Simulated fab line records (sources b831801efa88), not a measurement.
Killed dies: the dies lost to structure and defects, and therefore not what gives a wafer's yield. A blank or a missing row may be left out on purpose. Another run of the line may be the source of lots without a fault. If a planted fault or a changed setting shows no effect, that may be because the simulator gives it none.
A single fault, viewed from 2 desks    flow gf180mcu    each desk holds nothing but its own numbers, with what lay behind them at the end

## THE METROLOGY DESK
Means of the sampled wafers that have a number, per lot and without regard to the tool the lot ran on: this is what the gauges read. A lot is out of limits, marked OUT, if its mean lies more than 4 standard deviations from the usual mean; the brackets give that distance.
Columns: A = cd-nm at GF_HV_LDD_CD_MEAS_31, usual 400.1 nm; B = NSD_OVL at GF_NSD_OVL_MEAS_08, usual -0.6 nm; C = cd-nm at GF_PSD_CD_MEAS_07, usual 399.8 nm; D = NSD_RS at GF_PSD_RS_MEAS_14, usual 46.13 ohm/sq
lot   first seen here  A      B     C      D
L567  day 11 14:08     399.0  1.9   398.3  46.19
L568  day 12 05:52     399.3  -0.8  401.0  46.15
L569  day 12 06:08     400.2  -2.2  402.4  46.19
L571  day 12 21:29     398.9  -2.5  398.3  46.15
L570  day 12 21:46     400.4  -0.6  399.9  46.13
L572  day 13 06:38     398.2  -1.3  399.9  46.18
L573  day 13 17:50     404.6  0.2   397.7  46.12
L574  day 14 02:13     402.7  -0.8  399.5  46.02
L575  day 14 14:11     399.2  -0.3  399.8  46.49 (+4.2) OUT
L578  day 15 07:37     402.7  0.1   400.3  46.61 (+5.6) OUT
L584  day 16 18:17     404.5  -0.7  396.9  46.07
L585  day 17 07:09     396.4  0.7   400.4  46.23
L589  day 18 13:55     398.7  -0.8  404.5  46.06
L590  day 19 01:49     401.1  -2.3  401.5  46.10
This desk's result: L575, L578 out of limits, first on L575 (NSD_RS at GF_PSD_RS_MEAS_14), day 17 12:41. L567, L568, L569, L571, L570, L572, L573, L574, L584, L585, L589, L590 stayed within limits.

## TOOL OWNER'S DESK, implanter-04
The tool's own readings at GF_NSD_IMPLANT_10: means of the sampled wafers that have a number, for each lot that ran on this tool. A lot is out of limits, marked OUT, if its mean lies more than 4 standard deviations from the usual mean; the brackets give that distance.
Columns: A = dose-ions-cm2 at GF_NSD_IMPLANT_10, usual 5e+14; B = faraday-current-uA at GF_NSD_IMPLANT_10, usual 2795
lot   first seen here  A                B
L567  day 13 10:09     5e+14            2818
L569  day 14 03:00     5e+14            2797
L574  day 16 02:08     5e+14            2808
L575  day 16 13:36     5e+14 (-61) OUT  2640
L578  day 17 07:11     5e+14 (-61) OUT  2611
L589  day 20 18:34     5e+14            2719
L590  day 21 06:04     5e+14            2789
This desk's finding: out of limits on L575, L578; first on L575, day 16 13:36 (dose-ions-cm2 at GF_NSD_IMPLANT_10). L567, L569, L574, L589, L590 stayed within limits.

## PUT TOGETHER
On L575, L578, at day 16 13:36, an alarm was possible from the tool owner's desk.
L575, L578 would have let the metrology desk raise an alarm at day 17 12:41.
Of the lots named, all ran GF_NSD_IMPLANT_10 on implanter-04.

## WHAT WAS PUT IN BY THE SIMULATOR
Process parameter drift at GF_NSD_IMPLANT_10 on implanter-04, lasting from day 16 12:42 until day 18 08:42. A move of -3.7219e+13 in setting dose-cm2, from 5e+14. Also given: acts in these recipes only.
Shown lots that were struck: L575, L578.
Time in hours from fault onset to the first out-of-limits reading at each desk: tool owner's desk 1, metrology desk 24.
